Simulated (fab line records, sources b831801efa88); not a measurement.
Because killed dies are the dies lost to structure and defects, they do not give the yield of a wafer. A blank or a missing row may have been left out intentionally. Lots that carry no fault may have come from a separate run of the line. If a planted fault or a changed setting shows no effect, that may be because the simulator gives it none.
The tool behind it: which one?    flow sky130    72 wafers from 24 lots sampled at 2 of the route's 708 steps

== WHAT THE GAUGES READ, wafer by wafer ==
SKY_METAL2_RS_MEAS_05: a four-point-probe measurement.
lot   measured      on            METAL2_ALCU_RS (ohm/sq)
L074  day 34 00:13  filmMetro-03  0.1268 0.1269 0.1273
L075  day 34 07:31  filmMetro-04  0.1275 0.1264 0.1267
L076  day 35 16:08  filmMetro-02  0.1274 0.1278 0.1288
L077  day 35 18:56  filmMetro-04  0.1279 0.1265 0.1282
L079  day 35 21:06  filmMetro-04  0.1268 0.1268 0.1264
L078  day 35 21:29  filmMetro-02  0.1252 0.1276 0.1265
L080  day 35 22:47  filmMetro-02  0.1266 0.1263 0.1263
L081  day 36 03:24  filmMetro-04  0.1265 0.1286 0.1284
L082  day 36 18:13  filmMetro-02  0.1264 0.1261 0.1251
L083  day 36 22:41  filmMetro-04  0.1263 0.1267 0.1270
L085  day 37 10:19  filmMetro-03  0.1263 0.1267 0.1270
L084  day 37 11:31  filmMetro-04  0.1266 0.1265 0.1268
L086  day 38 00:00  filmMetro-04  0.1287 0.1287 0.1288
L089  day 39 07:08  filmMetro-02  0.1278 0.1263 0.1279
L087  day 39 07:43  filmMetro-04  0.1279 0.1266 0.1277
L088  day 39 08:04  filmMetro-02  0.1271 0.1270 0.1254
L090  day 39 09:21  filmMetro-04  0.1269 0.1266 0.1281
L091  day 39 11:25  filmMetro-02  0.1267 0.1274 0.1268
L092  day 39 14:26  filmMetro-02  0.1253 0.1251 0.1257
L093  day 39 16:01  filmMetro-03  0.1267 0.1274 0.1278
L094  day 40 07:19  filmMetro-04  0.1259 0.1298 0.1287
L095  day 40 12:04  filmMetro-03  0.1271 0.1289 0.1263
L096  day 40 15:52  filmMetro-04  0.1290 0.1279 0.1283
L097  day 40 19:00  filmMetro-04  0.1273 0.1286 0.1281

SKY_CAPM_OVL_MEAS_12.
lot   measured      on          CAPM_OVL (nm)
L074  day 37 11:07  overlay-02  1.5 0.4 2.3
L075  day 37 20:43  overlay-01  -2.5 -3.3 -2.8
L076  day 39 00:19  overlay-01  0.8 0.9 1.1
L077  day 39 02:22  overlay-02  1.3 1.6 2.5
L079  day 39 05:23  overlay-01  0.4 -1.2 -1.1
L078  day 39 06:07  overlay-02  2.5 0.6 1.9
L080  day 39 06:31  overlay-01  1.0 0.0 1.2
L081  day 39 10:34  overlay-01  0.9 2.3 0.3
L082  day 40 05:04  overlay-01  -0.7 -0.4 -1.4
L083  day 40 07:04  overlay-02  -1.3 0.6 -0.2
L085  day 40 15:14  overlay-02  -1.3 -1.6 -1.8
L084  day 40 15:49  overlay-01  2.7 1.0 0.6
L086  day 41 08:04  overlay-02  3.0 4.3 3.1
L089  day 42 10:33  overlay-01  2.3 0.7 2.4
L087  day 42 12:13  overlay-02  3.1 2.0 3.2
L088  day 42 12:21  overlay-02  -0.4 1.3 1.1
L090  day 42 13:31  overlay-02  -2.2 -1.8 -1.2
L091  day 42 14:31  overlay-02  -0.9 0.2 1.7
L092  day 42 17:44  overlay-01  -1.2 -2.0 -0.8
L093  day 42 18:27  overlay-02  0.8 1.3 0.1
L094  day 43 07:55  overlay-01  -0.1 -0.5 -0.6
L095  day 43 12:34  overlay-02  2.6 3.4 3.6
L096  day 43 16:41  overlay-01  1.2 -0.2 -0.6
L097  day 43 18:52  overlay-01  -0.1 -0.5 -0.6

== EACH LOT AND THE TOOL THAT RAN IT (in order: tool; ch and the chambers of the sampled wafers; start) ==
There is no process step in the record ahead of these readings.

== WHAT THE TOOLS THEMSELVES READ (means of the sampled wafers that have a number; where no wafer has one, the mark that the record gives instead) ==
The record holds no such reading with a usual standard deviation.

== THE ANSWER, worked out from the rows above alone ==
Rule: the lots themselves supply what counts as usual. Put in order of their means at a reading, lots are off if they are a third of the lots or fewer, leave a main group of 4 or more, and stand apart from it by a gap of 3 or more times the standard deviation of the main group's means; of several such gaps the widest counts. Not used: any main group whose means are identical at the precision the tables above print for the reading. A lot without any number at a reading at which 4 lots or more have one is off too. Any other lot the step has rows for is counted as sound. Order of review: gauges by route order, followed by the tools' own readings, for which a lot's mean as printed above is used. The first step at which some lot is off is used, and at that step the reading that is off furthest; a lot without a number counts as furthest.
No lot is off on any of the readings shown, so nothing can be concluded from this.

== WHAT WAS PUT IN BY THE SIMULATOR ==
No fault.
